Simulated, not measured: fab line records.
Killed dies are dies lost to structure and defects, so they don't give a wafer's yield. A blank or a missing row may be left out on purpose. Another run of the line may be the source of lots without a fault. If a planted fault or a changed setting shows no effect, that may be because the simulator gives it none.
fab line records | flow sky130
[record] lots = 11 | wafers = 33 | last-day = 50
route steps=708 shown FIELD_ISO@15 NWELL@79 POLY_GATE@218 LDD_N@246
lots untouched by any fault: they come from a run of this same line in which no faults occurred
start-h: the number of hours between the record's first day and the start of the first shown wafer of the lot | wait-h: time in hours since the lot's previous step | " identical to the entry in the row above | L1.1+2: several wafers, shown together as one row | - no value, or no start was given | * or withheld: withheld | < > ~ a bound
route shown NAME@n: a module of which the file shows steps, and the number in the route of the first | usual: mean and standard deviation over wafers with no fault | same: alike in all rows | chamber/n: place in a boat | sites: each site's reading | _std_site: the values' standard deviation | _edge_site: mean of outer sites minus mean of inner sites | radius-mm: how far each site lies from the wafer's centre | mask NAME#n: copy n | behind: the tool/chamber that last shaped the wafer | hold: why the lot was held/for how many hours/how that ended | device: the n, p or np transistor that did not switch | end of line: the same wafers' tests at the end of the route | a step given without rows: its recipe and nothing more | killed: not the wafer's yield, but the dies lost to structure and defects at the first sort | map: a wafer's dies, x killed, . not, _ none there
set.NAME: the run value of the setting; set.NAME@STEP: its run value at that earlier step | model.NAME: the simulator's own value behind a step, which no gauge read
a sample of lots followed through the steps of the route, with each step as a table and each wafer as a row
services: the hour from which a tool's chamber was out of use, counted from the record's first day as start-h (under 0 if before that day), plus the number of hours and why
[[steps]]
[step SKY_FIELD_ISO_ETCH_14]
[recipe] chemistry = N2/H2 | target = BARC | ion-energy-ev = 200 | source-w = 500 | bias-w = 100 | pressure-mtorr = 30 | n2-flow-sccm = 100 | h2-flow-sccm = 200 | stop-on = SiO2 | time-s = 45.9 | target-depth-a = 600
[usual] drypump-motor-current-A = 5.6/0.46 | h2-flow-sccm = 200.1/0.61 | oes-product-au = 0.854/0.0043 | throttle-valve-pct = 13.224/0.0089
[same] time-s = 45.9
lot.wafer | tool        | chamber | start-h | wait-h | drypump-motor-current-A | h2-flow-sccm | oes-product-au | rf-hours-counter-h | throttle-valve-pct
L266.2    | rie-diel-04 | 3       | 36.06   | 0.1    | 5.6                     | 199.8        | 0.858          | 52                 | 13.219
L266.4    | "           | 1       | "       | "      | 5.8                     | 200.7        | 0.850          | 104                | 13.232
L266.5    | "           | 3       | "       | "      | 5.6                     | 199.8        | 0.855          | -                  | 13.224
L269.1    | rie-diel-04 | 0       | 54.62   | 0.1    | 5.8                     | 200.5        | 0.860          | 77                 | 13.228
L269.4    | "           | 0       | "       | "      | 5.9                     | 200.5        | 0.861          | -                  | 13.206
L269.6    | "           | 1       | "       | "      | 5.8                     | 200.7        | 0.860          | -                  | 13.230
L270.1    | rie-diel-03 | 3       | 57.42   | 0.1    | 6.2                     | 200.2        | 0.865          | 9                  | 13.236
L270.3    | "           | 0       | "       | "      | 5.2                     | 200.4        | 0.853          | 134                | 13.231
L270.6    | "           | 3       | "       | "      | 6.2                     | 199.5        | 0.849          | -                  | 13.237
L274.1    | rie-diel-02 | 0       | 78.55   | 0.1    | 4.9                     | 199.2        | 0.848          | 127                | 13.231
L274.2    | "           | 2       | "       | "      | 5.8                     | 200.6        | 0.850          | 39                 | 13.234
L274.5    | "           | 0       | "       | "      | 4.9                     | 200.7        | 0.852          | -                  | 13.226
L276.4    | rie-diel-02 | 2       | 88.07   | 0.0    | 5.8                     | 200.3        | 0.860          | 39                 | 13.225
L276.5    | "           | 0       | "       | "      | 5.0                     | 200.2        | 0.853          | -                  | 13.213
L276.6    | "           | 1       | "       | "      | 5.0                     | 200.9        | 0.847          | -                  | 13.237
L281.1    | rie-diel-03 | 0       | 111.98  | 0.1    | 5.2                     | 200.0        | 0.865          | 135                | 13.226
L281.2    | "           | 2       | "       | "      | 6.0                     | 199.8        | 0.849          | 165                | 13.217
L281.3    | "           | 3       | "       | "      | 6.2                     | 200.8        | 0.849          | 10                 | 13.222
L283.2    | rie-diel-03 | 3       | 121.36  | 0.1    | 6.2                     | 199.7        | 0.856          | 10                 | 13.236
L283.3    | "           | 0       | "       | "      | 5.2                     | 200.3        | 0.856          | 135                | 13.236
L283.4    | "           | 1       | "       | "      | 5.1                     | 199.5        | 0.851          | -                  | 13.232
L285.1    | rie-diel-02 | 1       | 135.41  | 0.1    | 5.0                     | 200.2        | 0.859          | 6                  | 13.218
L285.3    | "           | 0       | "       | "      | 4.9                     | 199.7        | 0.849          | 128                | 13.234
L285.5    | "           | 1       | "       | "      | 5.0                     | 199.5        | 0.858          | -                  | 13.212
L286.3    | rie-diel-04 | 0       | 143.47  | 0.1    | 5.9                     | 200.6        | 0.853          | 79                 | 13.229
L286.4    | "           | 1       | "       | "      | 5.8                     | 199.9        | 0.845          | -                  | 13.206
L286.5    | "           | 0       | "       | "      | 5.9                     | 199.4        | 0.850          | -                  | 13.223
L287.2    | rie-diel-03 | 2       | 144.43  | 0.1    | 6.0                     | 199.6        | 0.850          | 0                  | 13.223
L287.4    | "           | 0       | "       | "      | 5.2                     | 198.9        | 0.856          | 136                | 13.234
L287.5    | "           | 1       | "       | "      | 5.1                     | 200.4        | 0.852          | -                  | 13.211
L288.1    | rie-diel-02 | 0       | 152.97  | 0.1    | 5.0                     | 199.9        | 0.856          | 128                | 13.222
L288.3    | "           | 2       | "       | "      | 5.8                     | 199.7        | 0.856          | 40                 | 13.230
L288.6    | "           | 1       | "       | "      | 5.0                     | 200.6        | 0.854          | -                  | 13.231
[step SKY_NWELL_TW_MEAS_26]
[usual] NWELL_2_TW = 496.2/2.1
lot.wafer | tool          | chamber | start-h | wait-h | NWELL_2_TW
L266.2    | film-metro-03 | -       | 106.94  | 0.1    | 495.7
L266.4    | "             | -       | "       | "      | 495.5
L266.5    | "             | -       | "       | "      | 492.9
L269.1    | film-metro-04 | -       | 152.72  | 0.1    | 497.2
L269.4    | "             | -       | "       | "      | 497.2
L269.6    | "             | -       | "       | "      | 495.8
L270.1    | film-metro-04 | -       | 153.23  | 0.1    | 495.7
L270.3    | "             | -       | "       | "      | 499.4
L270.6    | "             | -       | "       | "      | 497.0
L274.1    | film-metro-01 | -       | 166.18  | 0.1    | 496.1
L274.2    | "             | -       | "       | "      | 496.4
L274.5    | "             | -       | "       | "      | 495.7
L276.4    | film-metro-03 | -       | 171.56  | 0.1    | 496.9
L276.5    | "             | -       | "       | "      | 492.7
L276.6    | "             | -       | "       | "      | 496.5
L281.1    | film-metro-01 | -       | 210.37  | 0.1    | 495.2
L281.2    | "             | -       | "       | "      | 494.6
L281.3    | "             | -       | "       | "      | 496.0
L283.2    | film-metro-03 | -       | 225.48  | 0.1    | 497.1
L283.3    | "             | -       | "       | "      | 498.3
L283.4    | "             | -       | "       | "      | 499.2
L285.1    | film-metro-01 | -       | 231.63  | 0.1    | 495.8
L285.3    | "             | -       | "       | "      | 495.3
L285.5    | "             | -       | "       | "      | 493.4
L286.3    | film-metro-03 | -       | 237.35  | 0.1    | 499.4
L286.4    | "             | -       | "       | "      | 499.1
L286.5    | "             | -       | "       | "      | 498.1
L287.2    | film-metro-01 | -       | 239.73  | 0.1    | 493.7
L287.4    | "             | -       | "       | "      | 495.8
L287.5    | "             | -       | "       | "      | 491.8
L288.1    | film-metro-04 | -       | 246.92  | 0.1    | 493.7
L288.3    | "             | -       | "       | "      | 495.0
L288.6    | "             | -       | "       | "      | 494.8
[step SKY_POLY_GATE_THK_MEAS_04]
[recipe] reads = Si3N4_of_POLY_GATE_CVD_03
[usual] POLY_GATE_CVD_03_THK = 74.4/0.67
lot.wafer | tool          | chamber | start-h | wait-h | POLY_GATE_CVD_03_THK[nm]
L266.2    | film-metro-01 | -       | 337.82  | 0.0    | 74.1
L266.4    | "             | -       | "       | "      | 73.7
L266.5    | "             | -       | "       | "      | 74.5
L269.1    | film-metro-03 | -       | 411.41  | 0.0    | 74.5
L269.4    | "             | -       | "       | "      | 74.2
L269.6    | "             | -       | "       | "      | 74.5
L270.1    | film-metro-01 | -       | 413.82  | 0.0    | 74.7
L270.3    | "             | -       | "       | "      | 74.3
L270.6    | "             | -       | "       | "      | 74.6
L274.1    | film-metro-02 | -       | 432.88  | 0.0    | 74.0
L274.2    | "             | -       | "       | "      | 74.0
L274.5    | "             | -       | "       | "      | 74.4
L276.4    | film-metro-01 | -       | 435.32  | 0.0    | 74.1
L276.5    | "             | -       | "       | "      | 73.4
L276.6    | "             | -       | "       | "      | 74.0
L281.1    | film-metro-01 | -       | 493.66  | 0.0    | 73.3
L281.2    | "             | -       | "       | "      | 72.8
L281.3    | "             | -       | "       | "      | 73.2
L283.2    | film-metro-02 | -       | 507.98  | 0.0    | 74.9
L283.3    | "             | -       | "       | "      | 75.1
L283.4    | "             | -       | "       | "      | 74.9
L285.1    | film-metro-02 | -       | 520.87  | 0.0    | 74.8
L285.3    | "             | -       | "       | "      | 75.1
L285.5    | "             | -       | "       | "      | 74.6
L287.2    | film-metro-02 | -       | 535.37  | 0.0    | 73.8
L287.4    | "             | -       | "       | "      | 73.9
L287.5    | "             | -       | "       | "      | 73.6
L286.3    | film-metro-01 | -       | 536.74  | 0.0    | 74.6
L286.4    | "             | -       | "       | "      | 74.4
L286.5    | "             | -       | "       | "      | 75.1
L288.1    | film-metro-01 | -       | 538.08  | 0.0    | 74.2
L288.3    | "             | -       | "       | "      | 74.2
L288.6    | "             | -       | "       | "      | 74.9
[step SKY_LDD_N_IMPLANT_09]
[recipe] species = As | energy-kev = 20 | dose-cm2 = 7.5e+13 | tilt-deg = withheld | rotation-deg = 113
[usual] beam-on-s = 10.02/0.2 | dose-ions-cm2 = 7.501e+13/7.2e+10 | faraday-current-uA = 422/8.4
lot.wafer | tool         | chamber | start-h | wait-h | beam-on-s | dose-ions-cm2 | faraday-current-uA
L266.2    | implanter-03 | 0       | 396.65  | 0.1    | 10.16     | 7.513e+13     | 416
L266.4    | "            | 0       | "       | "      | 10.06     | 7.501e+13     | 419
L266.5    | "            | 0       | "       | "      | 10.14     | 7.506e+13     | 416
L269.1    | implanter-02 | 0       | 474.63  | 0.1    | 10.39     | 7.493e+13     | 405
L269.4    | "            | 0       | "       | "      | 10.25     | 7.492e+13     | 413
L269.6    | "            | 0       | "       | "      | 10.19     | 7.496e+13     | 414
L270.1    | implanter-01 | 0       | 476.47  | 0.1    | 9.61      | 7.493e+13     | 439
L270.3    | "            | 0       | "       | "      | 10.46     | 7.502e+13     | 404
L270.6    | "            | 0       | "       | "      | 10.07     | 7.494e+13     | 423
L274.1    | implanter-02 | 0       | 496.34  | 0.1    | 13.82     | 1.2081e+14    | 493
L274.2    | "            | 0       | "       | "      | 13.85     | 1.2087e+14    | 493
L274.5    | "            | 0       | "       | "      | 13.72     | 1.2085e+14    | 494
L276.4    | implanter-02 | 0       | 499.61  | 0.1    | 13.33     | 1.2085e+14    | 513
L276.5    | "            | 0       | "       | "      | 13.48     | 1.2086e+14    | 504
L276.6    | "            | 0       | "       | "      | 13.92     | 1.208e+14     | 487
L281.1    | implanter-01 | 0       | 556.02  | 0.1    | 9.82      | 7.494e+13     | 430
L281.2    | "            | 0       | "       | "      | 9.72      | 7.496e+13     | 435
L281.3    | "            | 0       | "       | "      | 10.34     | 7.501e+13     | 409
L283.2    | implanter-02 | 0       | 570.64  | 0.1    | 9.85      | 7.494e+13     | 429
L283.3    | "            | 0       | "       | "      | 10.04     | 7.508e+13     | 423
L283.4    | "            | 0       | "       | "      | 9.96      | 7.509e+13     | 425
L285.1    | implanter-02 | 0       | 582.44  | 0.1    | 10.15     | 7.499e+13     | 415
L285.3    | "            | 0       | "       | "      | 10.15     | 7.511e+13     | 416
L285.5    | "            | 0       | "       | "      | 10.12     | 7.506e+13     | 417
L287.2    | implanter-01 | 0       | 596.22  | 0.1    | 10.25     | 7.494e+13     | 413
L287.4    | "            | 0       | "       | "      | 10.08     | 7.504e+13     | 419
L287.5    | "            | 0       | "       | "      | 10.05     | 7.495e+13     | 421
L286.3    | implanter-01 | 0       | 597.98  | 0.1    | 9.63      | 7.505e+13     | 438
L286.4    | "            | 0       | "       | "      | 10.11     | 7.489e+13     | 420
L286.5    | "            | 0       | "       | "      | 10.27     | 7.506e+13     | 412
L288.1    | implanter-03 | 0       | 599.47  | 0.1    | 9.85      | 7.508e+13     | 429
L288.3    | "            | 0       | "       | "      | 10.11     | 7.501e+13     | 418
L288.6    | "            | 0       | "       | "      | 10.04     | 7.497e+13     | 422
[step SKY_LDD_N_STRIP_16]
[recipe] chemistry = O2/N2 | power-w = 1400 | pressure-mtorr = 1500 | platen-temp-c = withheld | o2-flow-sccm = 3000 | n2-flow-sccm = 300 | overash-fraction = 0.5
[usual] drypump-motor-current-A = 5.7/0.54 | oes-product-au = 0.407/0.0048 | strip-time-to-endpoint-s = 4.312/0.012
lot.wafer | tool            | chamber | start-h | wait-h | drypump-motor-current-A | oes-product-au | rf-hours-counter-h | strip-time-to-endpoint-s
L266.2    | plasma-asher-03 | 1       | 397.67  | 0.1    | 6.2                     | 0.407          | 70                 | 4.319
L266.4    | "               | 0       | "       | "      | 5.8                     | 0.409          | -                  | 4.300
L266.5    | "               | 1       | "       | "      | 6.2                     | 0.403          | -                  | 4.303
L269.1    | plasma-asher-03 | 1       | 475.68  | 0.1    | 6.2                     | 0.405          | 4                  | 4.319
L269.4    | "               | 1       | "       | "      | 6.2                     | 0.411          | -                  | 4.319
L269.6    | "               | 0       | "       | "      | 5.8                     | 0.403          | -                  | 4.319
L270.1    | plasma-asher-02 | 1       | 477.52  | 0.1    | 4.8                     | 0.405          | 66                 | 4.325
L270.3    | "               | 1       | "       | "      | 4.8                     | 0.410          | -                  | 4.294
L270.6    | "               | 0       | "       | "      | 6.1                     | 0.415          | -                  | 4.317
L274.1    | plasma-asher-02 | 1       | 497.39  | 0.1    | 4.8                     | 0.402          | 68                 | 4.450
L274.2    | "               | 0       | "       | "      | 6.1                     | 0.411          | 68                 | 4.457
L274.5    | "               | 0       | "       | "      | 6.1                     | 0.407          | -                  | 4.440
L276.4    | plasma-asher-02 | 0       | 500.61  | 0.1    | 6.1                     | 0.402          | -                  | 4.408
L276.5    | "               | 0       | "       | "      | 6.1                     | 0.409          | -                  | 4.444
L276.6    | "               | 1       | "       | "      | 4.8                     | 0.411          | -                  | 4.442
L281.1    | plasma-asher-02 | 0       | 557.07  | 0.1    | 6.1                     | 0.403          | 74                 | 4.326
L281.2    | "               | 1       | "       | "      | 4.8                     | 0.408          | 74                 | 4.298
L281.3    | "               | 1       | "       | "      | 4.8                     | 0.406          | -                  | 4.313
L283.2    | plasma-asher-03 | 1       | 571.67  | 0.1    | 6.3                     | 0.403          | 13                 | 4.306
L283.3    | "               | 0       | "       | "      | 5.8                     | 0.413          | -                  | 4.323
L283.4    | "               | 1       | "       | "      | 6.3                     | 0.401          | -                  | 4.319
L285.1    | plasma-asher-03 | 0       | 583.49  | 0.1    | 5.8                     | 0.412          | 14                 | 4.290
L285.3    | "               | 1       | "       | "      | 6.2                     | 0.402          | -                  | 4.295
L285.5    | "               | 0       | "       | "      | 5.8                     | 0.409          | -                  | 4.304
L287.2    | plasma-asher-03 | 0       | 597.24  | 0.1    | 5.8                     | 0.408          | 16                 | 4.322
L287.4    | "               | 1       | "       | "      | 6.2                     | 0.399          | -                  | 4.307
L287.5    | "               | 1       | "       | "      | 6.2                     | 0.404          | -                  | 4.314
L286.3    | plasma-asher-02 | 0       | 599.01  | 0.1    | 6.1                     | 0.399          | -                  | 4.307
L286.4    | "               | 1       | "       | "      | 4.8                     | 0.409          | -                  | 4.296
L286.5    | "               | 1       | "       | "      | 4.8                     | 0.408          | -                  | 4.292
L288.1    | plasma-asher-02 | 1       | 600.52  | 0.1    | 4.8                     | 0.415          | 79                 | 4.307
L288.3    | "               | 1       | "       | "      | 4.8                     | 0.409          | -                  | 4.306
L288.6    | "               | 0       | "       | "      | 6.1                     | 0.410          | -                  | 4.336
[step SKY_LDD_N_TW_MEAS_17]
[usual] LDD_N_TW = 2592/11
lot.wafer | tool          | chamber | start-h | wait-h | LDD_N_TW
L266.2    | film-metro-03 | -       | 397.78  | 0.1    | 2613
L266.4    | "             | -       | "       | "      | 2607
L266.5    | "             | -       | "       | "      | 2622
L269.1    | film-metro-03 | -       | 475.78  | 0.1    | 2586
L269.4    | "             | -       | "       | "      | 2579
L269.6    | "             | -       | "       | "      | 2577
L270.1    | film-metro-03 | -       | 477.62  | 0.1    | 2582
L270.3    | "             | -       | "       | "      | 2588
L270.6    | "             | -       | "       | "      | 2591
L274.1    | film-metro-02 | -       | 497.49  | 0.1    | 2648
L274.2    | "             | -       | "       | "      | 2663
L274.5    | "             | -       | "       | "      | 2659
L276.4    | film-metro-02 | -       | 500.71  | 0.1    | 2656
L276.5    | "             | -       | "       | "      | 2647
L276.6    | "             | -       | "       | "      | 2635
L281.1    | film-metro-04 | -       | 557.17  | 0.1    | 2594
L281.2    | "             | -       | "       | "      | 2587
L281.3    | "             | -       | "       | "      | 2595
L283.2    | film-metro-02 | -       | 571.78  | 0.1    | 2595
L283.3    | "             | -       | "       | "      | 2596
L283.4    | "             | -       | "       | "      | 2595
L285.1    | film-metro-04 | -       | 583.59  | 0.1    | 2598
L285.3    | "             | -       | "       | "      | 2580
L285.5    | "             | -       | "       | "      | 2592
L287.2    | film-metro-03 | -       | 597.35  | 0.1    | 2597
L287.4    | "             | -       | "       | "      | 2604
L287.5    | "             | -       | "       | "      | 2590
L286.3    | film-metro-02 | -       | 599.10  | 0.1    | 2575
L286.4    | "             | -       | "       | "      | 2572
L286.5    | "             | -       | "       | "      | 2556
L288.1    | film-metro-03 | -       | 600.62  | 0.1    | 2587
L288.3    | "             | -       | "       | "      | 2594
L288.6    | "             | -       | "       | "      | 2582
[[services]]
tool            | chamber | start-h | hours | kind
plasma-asher-02 | -       | 35.30   | 1.7   | repair
rie-diel-02     | -       | 39.11   | 1.1   | repair
implanter-01    | -       | 47.02   | 2.4   | repair
rie-diel-02     | 0       | 49.81   | 6.0   | repair
implanter-01    | -       | 68.53   | 5.1   | repair
rie-diel-03     | 3       | 89.47   | 5.5   | repair
implanter-01    | -       | 97.69   | 5.8   | repair
rie-diel-02     | 2       | 127.17  | 9.7   | repair
implanter-02    | -       | 127.71  | 1.4   | repair
plasma-asher-03 | -       | 235.53  | 15.6  | pm
implanter-02    | -       | 250.43  | 6.7   | pm
implanter-02    | -       | 258.09  | 78.3  | pm
plasma-asher-03 | -       | 288.07  | 14.6  | pm
plasma-asher-03 | -       | 307.60  | 5.5   | repair
plasma-asher-03 | -       | 312.67  | 4.0   | repair
implanter-02    | -       | 336.36  | 5.7   | pm
plasma-asher-02 | -       | 359.01  | 8.8   | repair
plasma-asher-02 | -       | 367.70  | 5.1   | repair
implanter-02    | -       | 380.38  | 3.1   | repair
plasma-asher-03 | -       | 421.26  | 9.0   | pm
plasma-asher-03 | -       | 458.41  | 2.8   | pm
plasma-asher-02 | -       | 465.18  | 2.8   | pm
plasma-asher-02 | -       | 487.95  | 0.7   | repair
implanter-02    | -       | 555.79  | 2.4   | repair
[[key]]
[first-sign] step = SKY_LDD_N_IMPLANT_09 | reading = dose-ions-cm2 | direction = up | sigmas = 99+ | usual = * | struck = *
[effect] step = SKY_LDD_N_IMPLANT_09 | reading = beam-on-s | direction = up | sigmas = 18 | usual = 10.02 | struck = 13.68
[effect] step = SKY_LDD_N_STRIP_16 | reading = strip-time-to-endpoint-s | direction = up | sigmas = 11 | usual = * | struck = *
[effect] step = SKY_LDD_N_TW_MEAS_17 | reading = LDD_N_TW | direction = up | sigmas = 5.3 | usual = 2592 | struck = 2651
met-at SKY_LDD_N_IMPLANT_09
struck-lots L274,L276
tester-left-out L274,L276
not-acting-at SKY_FIELD_ISO_ETCH_14,SKY_NWELL_TW_MEAS_26,SKY_POLY_GATE_THK_MEAS_04
onset-between 474.63 496.34
[fault] kind = process-parameter-drift | tool = implanter-02 | chamber = - | onset-h = 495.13 | steps = SKY_LDD_N_IMPLANT_09 | channel = dose-cm2 | offset = * | shape = step | end-h = 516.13 | acts-in = * | stated = *
// tester-left-out: of these lots the tester's yield and bins aren't shown, on N5 and GAA mostly nor the transistor test; their killed dies are dies lost to structure and defects alone, not to doping, threshold or leakage, so they don't give the yield
